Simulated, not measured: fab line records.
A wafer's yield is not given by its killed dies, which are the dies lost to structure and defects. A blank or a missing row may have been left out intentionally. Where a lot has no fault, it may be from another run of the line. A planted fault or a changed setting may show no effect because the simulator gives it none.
fab line records	flow gf180mcu
[record] lots = 15	wafers = 45	last-day = 34
route steps=602 shown M2@365 M3@421
lots with no fault: from the same line, run without faults
start-h: hours from the record's first day to the start of the lot's first wafer shown	wait-h: hours since the lot's step before	" identical to the entry in the row above	L1.1+2: several wafers, shown together as one row	- no value, or no start given	* or withheld: withheld	< > ~ a bound
route shown NAME@n: a module of which the file shows steps, and the number in the route of the first	usual: mean and standard deviation over wafers with no fault	same: alike in all rows	chamber/n: place in a boat	sites: readings site by site	_std_site: the standard deviation of these	_edge_site: the outer-site mean with the inner-site mean subtracted	radius-mm: for every site, how far away it sits from the centre of the wafer	mask NAME#n: copy n	behind: the most recent tool/chamber to have shaped the wafer	hold: the reason the lot was held/the length of the hold in hours/how it ended	device: the transistor (n, p or np) that didn't switch	end of line: the same wafers' tests at the end of the route	for a step that has no rows: nothing shown but its recipe	killed: count of dies lost to structure and defects at first sort (not the wafer's yield)	map: a wafer's dies, x killed, . not, _ none there
set.NAME: the setting that was run; set.NAME@STEP: the one run at that earlier step	model.NAME: the simulator's own value behind a step, which no gauge read
route steps across a sampled set of lots; one table per step, one row per wafer
services: the hour from which a tool's chamber was out of use, counted from the record's first day as start-h (under 0 if before that day), plus the number of hours and why
[[steps]]
[step GF_M2_SPUTTER_03]
[recipe] material = Ti	target-thk-nm = 10	substrate-temp-c = 300	chamber-pressure-pa = 0.3	power-w = 3000	time-s = 6.7
[usual] cathode-dc-power-W = 3000.1/0.51	substrate-temp-c = 299.98/0.2	throttle-valve-pct = 30.3/1.2
[same] time-s = 6.7
lot.wafer	tool	chamber	start-h	wait-h	cathode-dc-power-W	substrate-temp-c	throttle-valve-pct
L272.4	pvd-sputter-02	-	416.58	0.0	3000.1	300.08	31.2
L272.5	"	-	"	"	2999.2	300.17	31.1
L272.6	"	-	"	"	3000.0	300.14	29.3
L274.4	pvd-sputter-03	-	450.50	0.0	2999.2	300.15	29.3
L274.5	"	-	"	"	2999.5	299.94	29.2
L274.6	"	-	"	"	3000.1	300.01	29.3
L276.2	pvd-sputter-02	-	465.10	0.0	2999.8	300.38	31.3
L276.3	"	-	"	"	2999.9	299.94	31.4
L276.5	"	-	"	"	3000.1	299.78	31.1
L277.2	pvd-sputter-02	-	471.63	0.0	3000.9	299.98	29.2
L277.4	"	-	"	"	2999.2	299.88	30.0
L277.6	"	-	"	"	3000.1	299.83	29.3
L280.1	pvd-sputter-01	-	493.24	0.0	2999.7	299.86	32.9
L280.3	"	-	"	"	3000.2	300.28	30.2
L280.5	"	-	"	"	2999.9	299.97	29.5
L282.4	pvd-sputter-03	-	521.27	0.0	3000.3	299.69	29.5
L282.5	"	-	"	"	3000.5	300.07	29.4
L282.6	"	-	"	"	2999.6	300.12	29.2
L283.1	pvd-sputter-01	-	525.28	0.0	2999.9	299.61	32.9
L283.2	"	-	"	"	3000.2	300.18	29.6
L283.5	"	-	"	"	3000.7	299.86	29.4
L284.3	pvd-sputter-02	-	531.06	0.0	2999.9	300.05	29.3
L284.5	"	-	"	"	3000.2	299.70	31.3
L284.6	"	-	"	"	2999.6	299.95	31.3
L286.1	pvd-sputter-03	-	546.87	0.0	3000.8	299.74	29.3
L286.2	"	-	"	"	3000.0	299.92	29.5
L286.3	"	-	"	"	3000.7	299.89	28.3
L288.2	pvd-sputter-02	-	560.30	0.0	2999.7	299.89	31.2
L288.3	"	-	"	"	3000.3	300.34	31.2
L288.6	"	-	"	"	2998.7	299.75	29.8
L290.1	pvd-sputter-01	-	574.05	0.0	3000.1	299.98	29.5
L290.4	"	-	"	"	3000.2	300.05	30.0
L290.5	"	-	"	"	3000.6	299.58	32.8
L291.1	pvd-sputter-02	-	580.38	0.0	2999.6	299.86	31.5
L291.2	"	-	"	"	2999.5	300.10	30.8
L291.6	"	-	"	"	2999.9	300.06	31.1
L292.1	pvd-sputter-03	-	593.25	0.0	3000.6	300.05	28.4
L292.4	"	-	"	"	3000.5	300.06	29.6
L292.6	"	-	"	"	3001.2	299.59	29.8
L293.2	pvd-sputter-01	-	593.99	0.0	3000.7	299.78	31.0
L293.3	"	-	"	"	2999.9	299.80	29.9
L293.5	"	-	"	"	2998.9	299.67	31.4
L294.1	pvd-sputter-01	-	601.96	0.0	2999.9	300.09	30.0
L294.3	"	-	"	"	3000.1	300.05	29.3
L294.6	"	-	"	"	2999.6	299.64	32.9
[step GF_M2_RS_MEAS_05]
[recipe] thk-meas-gauge = four-point-probe	reads = TiN_of_M2_SPUTTER_04+Ti_of_M2_SPUTTER_03+AlCu_of_M2_SPUTTER_02+TiN_of_M2_SPUTTER_01+Ti_of_M2_SPUTTER_00
[usual] M2_ALCU_RS = 0.0695/0.00084
lot.wafer	tool	chamber	start-h	wait-h	M2_ALCU_RS[ohm/sq]
L272.4	film-metro-01	-	416.70	0.1	0.0690
L272.5	"	-	"	"	0.0696
L272.6	"	-	"	"	0.0698
L274.4	film-metro-02	-	450.62	0.1	0.0704
L274.5	"	-	"	"	0.0702
L274.6	"	-	"	"	0.0699
L276.2	film-metro-02	-	465.18	0.0	0.0691
L276.3	"	-	"	"	0.0682
L276.5	"	-	"	"	0.0687
L277.2	film-metro-02	-	471.71	0.0	0.0696
L277.4	"	-	"	"	0.0693
L277.6	"	-	"	"	0.0689
L280.1	film-metro-03	-	493.30	0.0	0.0700
L280.3	"	-	"	"	0.0699
L280.5	"	-	"	"	0.0687
L282.4	film-metro-01	-	521.39	0.1	0.0701
L282.5	"	-	"	"	0.0701
L282.6	"	-	"	"	0.0704
L283.1	film-metro-03	-	525.34	0.0	0.0691
L283.2	"	-	"	"	0.0686
L283.5	"	-	"	"	0.0684
L284.3	film-metro-02	-	531.16	0.1	0.0688
L284.5	"	-	"	"	0.0690
L284.6	"	-	"	"	0.0687
L286.1	film-metro-01	-	546.93	0.0	0.0709
L286.2	"	-	"	"	0.0702
L286.3	"	-	"	"	0.0706
L288.2	film-metro-03	-	560.38	0.0	0.0696
L288.3	"	-	"	"	0.0690
L288.6	"	-	"	"	0.0695
L290.1	film-metro-01	-	574.11	0.0	0.0685
L290.4	"	-	"	"	0.0687
L290.5	"	-	"	"	0.0697
L291.1	film-metro-03	-	580.44	0.0	0.0699
L291.2	"	-	"	"	0.0703
L291.6	"	-	"	"	0.0700
L292.1	film-metro-02	-	593.31	0.0	0.0702
L292.4	"	-	"	"	0.0694
L292.6	"	-	"	"	0.0688
L293.2	film-metro-03	-	594.07	0.0	0.0702
L293.3	"	-	"	"	0.0688
L293.5	"	-	"	"	0.0702
L294.1	film-metro-01	-	602.02	0.0	0.0680
L294.3	"	-	"	"	0.0678
L294.6	"	-	"	"	0.0686
[step GF_M2_CD_MEAS_14]
[recipe] target-cd-nm = 280
[usual] cd-nm = 280.0/1.1
lot.wafer	tool	chamber	start-h	wait-h	cd-nm
L272.4	cd-sem-01	-	441.11	0.1	280.4
L272.5	"	-	"	"	281.3
L272.6	"	-	"	"	279.8
L274.4	cd-sem-01	-	475.11	0.1	281.3
L274.5	"	-	"	"	280.9
L274.6	"	-	"	"	280.1
L276.2	cd-sem-02	-	489.12	0.1	281.1
L276.3	"	-	"	"	281.4
L276.5	"	-	"	"	280.1
L277.2	cd-sem-02	-	495.07	0.1	278.4
L277.4	"	-	"	"	280.8
L277.6	"	-	"	"	279.9
L280.1	cd-sem-01	-	516.95	0.1	279.7
L280.3	"	-	"	"	279.7
L280.5	"	-	"	"	280.2
L282.4	cd-sem-02	-	543.81	0.1	277.8
L282.5	"	-	"	"	279.3
L282.6	"	-	"	"	277.4
L283.1	cd-sem-02	-	547.95	0.1	279.7
L283.2	"	-	"	"	280.1
L283.5	"	-	"	"	279.1
L284.3	cd-sem-02	-	553.33	0.1	280.4
L284.5	"	-	"	"	279.6
L284.6	"	-	"	"	280.2
L286.1	cd-sem-01	-	569.60	0.1	280.2
L286.2	"	-	"	"	280.0
L286.3	"	-	"	"	280.0
L288.2	cd-sem-01	-	581.97	0.1	281.3
L288.3	"	-	"	"	281.7
L288.6	"	-	"	"	281.5
L290.1	cd-sem-01	-	594.90	0.1	280.1
L290.4	"	-	"	"	279.9
L290.5	"	-	"	"	280.5
L291.1	cd-sem-02	-	600.95	0.1	278.5
L291.2	"	-	"	"	277.5
L291.6	"	-	"	"	277.5
L292.1	cd-sem-01	-	614.35	0.1	281.0
L292.4	"	-	"	"	280.7
L292.6	"	-	"	"	280.7
L293.2	cd-sem-01	-	615.17	0.1	279.3
L293.3	"	-	"	"	279.2
L293.5	"	-	"	"	279.4
L294.1	cd-sem-02	-	622.52	0.2	281.2
L294.3	"	-	"	"	281.4
L294.6	"	-	"	"	281.6
[step GF_M3_PEB_12]
[recipe] peb-temp-c = 135	peb-time-s = 90	resist = KrF
[usual] chill-plate-temp-C = 22.99/0.12	exhaust-pa = 45.2/0.91
lot.wafer	tool	chamber	start-h	wait-h	chill-plate-temp-C	exhaust-pa
L272.4	litho-track-02	0	493.10	-	22.99	45.9
L272.5	"	0	"	"	23.10	46.3
L272.6	"	0	"	"	22.81	46.6
L274.4	litho-track-04	0	525.45	-	22.80	45.2
L274.5	"	0	"	"	22.87	45.7
L274.6	"	0	"	"	22.93	46.5
L276.2	litho-track-04	0	538.44	-	23.10	44.9
L276.3	"	0	"	"	23.18	44.3
L276.5	"	0	"	"	23.21	44.0
L277.2	litho-track-04	0	544.19	-	23.02	45.9
L277.4	"	0	"	"	22.99	44.7
L277.6	"	0	"	"	23.11	46.1
L280.1	litho-track-03	0	564.30	-	22.95	44.6
L280.3	"	0	"	"	23.08	45.6
L280.5	"	0	"	"	23.02	45.2
L282.4	litho-track-04	-	590.00	-	-	-
L282.5	"	-	"	"	-	-
L282.6	"	-	"	"	-	-
L283.1	litho-track-03	-	594.05	-	-	-
L283.2	"	-	"	"	-	-
L283.5	"	-	"	"	-	-
L284.3	litho-track-04	-	598.22	-	-	-
L284.5	"	-	"	"	-	-
L284.6	"	-	"	"	-	-
L286.1	litho-track-02	0	615.04	-	23.12	45.4
L286.2	"	0	"	"	22.93	43.8
L286.3	"	0	"	"	22.88	44.9
L288.2	litho-track-04	0	625.59	-	22.80	45.4
L288.3	"	0	"	"	22.77	44.1
L288.6	"	0	"	"	23.04	45.4
L290.1	litho-track-04	0	639.05	-	23.19	44.3
L290.4	"	0	"	"	22.95	45.9
L290.5	"	0	"	"	23.01	44.3
L291.1	litho-track-02	0	644.44	-	22.94	46.1
L291.2	"	0	"	"	22.85	45.9
L291.6	"	0	"	"	23.06	46.0
L292.1	litho-track-04	0	656.75	-	23.07	44.7
L292.4	"	0	"	"	23.02	43.7
L292.6	"	0	"	"	23.07	46.2
L293.2	litho-track-03	0	658.23	-	23.03	45.5
L293.3	"	0	"	"	23.01	46.3
L293.5	"	0	"	"	22.79	45.5
L294.1	litho-track-02	0	664.69	-	23.22	43.6
L294.3	"	0	"	"	22.92	45.4
L294.6	"	0	"	"	23.01	44.1
[[services]]
tool	chamber	start-h	hours	kind
pvd-sputter-01	-	412.45	2.3	repair
pvd-sputter-02	-	478.40	4.0	repair
pvd-sputter-02	-	482.60	2.0	repair
pvd-sputter-02	-	574.78	0.8	repair
pvd-sputter-02	-	598.67	3.8	repair
pvd-sputter-01	-	626.82	10.7	repair
pvd-sputter-01	-	630.27	8.2	repair
pvd-sputter-02	-	654.66	4.8	repair
[[key]]
[first-sign] step = GF_M3_PEB_12	reading = tool-record	direction = missing
effect none on later readings
met-at GF_M3_PEB_12
struck-lots L282,L283,L284
later-rows-left-out L282.4,L282.5,L282.6,L283.1,L283.2,L283.5,L284.3,L284.5,L284.6
sort-left-out L282.4,L282.5,L282.6,L283.1,L283.2,L283.5,L284.3,L284.5,L284.6
not-acting-at GF_M2_SPUTTER_03,GF_M2_RS_MEAS_05,GF_M2_CD_MEAS_14
onset-between 564.30 590.00
[fault] kind = skipped-step-whole	tool = litho-track-03,litho-track-04	chamber = -	onset-h = 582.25	steps = GF_M3_PEB_12	scope = struck-lots-only
// sort-left-out: the simulated sort isn't trusted on such a fault, so these wafers' sort isn't shown, and their yield isn't known
// later-rows-left-out: the simulator's readings of these wafers behind a module that went badly wrong aren't trusted and aren't shown, but for the sort
